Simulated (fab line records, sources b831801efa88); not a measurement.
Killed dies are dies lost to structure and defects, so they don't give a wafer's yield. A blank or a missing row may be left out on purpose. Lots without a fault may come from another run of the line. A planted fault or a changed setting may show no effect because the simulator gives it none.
Problem report in the 8D (eight disciplines) form, filled by code | flow gf180mcu | the parts of the form that need people (team, actions taken, sign-off) are left out

1. THE PROBLEM
heater_power_total_W at GF_V4_PEB_12 reads a mean of 86.62 W on 6 wafers of 2 lots; wafers without a fault read 85.70 W with a standard deviation of 0.082. That is +11 standard deviations from the usual mean.
The step: peb time 90 s.
First seen on wafer L913.1, day 28 18:07, on litho_track-03. The record holds 42 wafers of 14 lots with a number at this step. Rule for "out", or "out of limits": more than 4 standard deviations from the usual mean. The other wafers with a number count as sound.

2. WHAT IT IS AND WHAT IT IS NOT
question                    | is                     | is not
which readings at this step | heater_power_total_W   | -
which lots                  | L913, L917             | L900, L901, L902, L904, L906, L907, L908, L910, L911, L912, L914, L922
which wafers of those lots  | all that have a number | -
read on which tools         | litho_track-03         | litho_track-02, litho_track-04
when                        | from day 28 18:07      | up to then (30 sound wafers); but 6 sound wafers of L914, L922 came after

3. SUSPECTS, AND WHAT RULES EACH OUT
Counting: a tool at a process step up to the reading stays a suspect if it ran every lot that is out and no sound lot after the first of them.
- pvd_sputter-04 at GF_M4_SPUTTER_01 (material TiN, target thk 30 nm, time 25 s): kept. It ran every lot that is out, first L913 (day 27 00:55), and no sound lot after that; its last sound lot up to then is L910 (day 26 07:06).
- litho_track-03 at GF_V4_PEB_12 (peb time 90 s): kept. It ran every lot that is out, first L913 (day 28 18:07), and no sound lot after that; its last sound lot up to then is L911 (day 28 02:04). Its own readings are out on those wafers: heater_power_total_W.
Left after counting: pvd_sputter-04 at GF_M4_SPUTTER_01, litho_track-03 at GF_V4_PEB_12.

4. THE CAUSE (what the simulator had put in)
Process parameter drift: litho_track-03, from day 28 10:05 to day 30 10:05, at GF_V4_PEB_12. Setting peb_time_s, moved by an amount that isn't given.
Counting left 2 suspects, and this tool is among them.

5. THE CHAIN OF EFFECTS, in route order
Each row: a reading whose mean over the struck wafers that have a number lies more than 3 standard deviations from the usual. Only readings for which the record gives a usual standard deviation are gone through. hours: the time from each lot's start at the first step in this table that gives one to its start at this step, as a median over the lots. sigmas: the change in usual standard deviations.
hours | step         | reading              | usual   | on struck wafers | change | sigmas
0     | GF_V4_PEB_12 | heater_power_total_W | 85.70 W | 86.62            | +0.92  | +11
The process steps in it:
- GF_V4_PEB_12: peb time 90 s.
Later measuring or inspecting steps at which every struck wafer that the step has a row for has a number for every such reading, and none has moved that far: GF_V4_RS_MEAS_24.

6. WHAT WOULD HAVE CAUGHT IT SOONER
In this record the first reading out of limits was taken at day 28 18:07, 8 hours after the fault began at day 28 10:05.
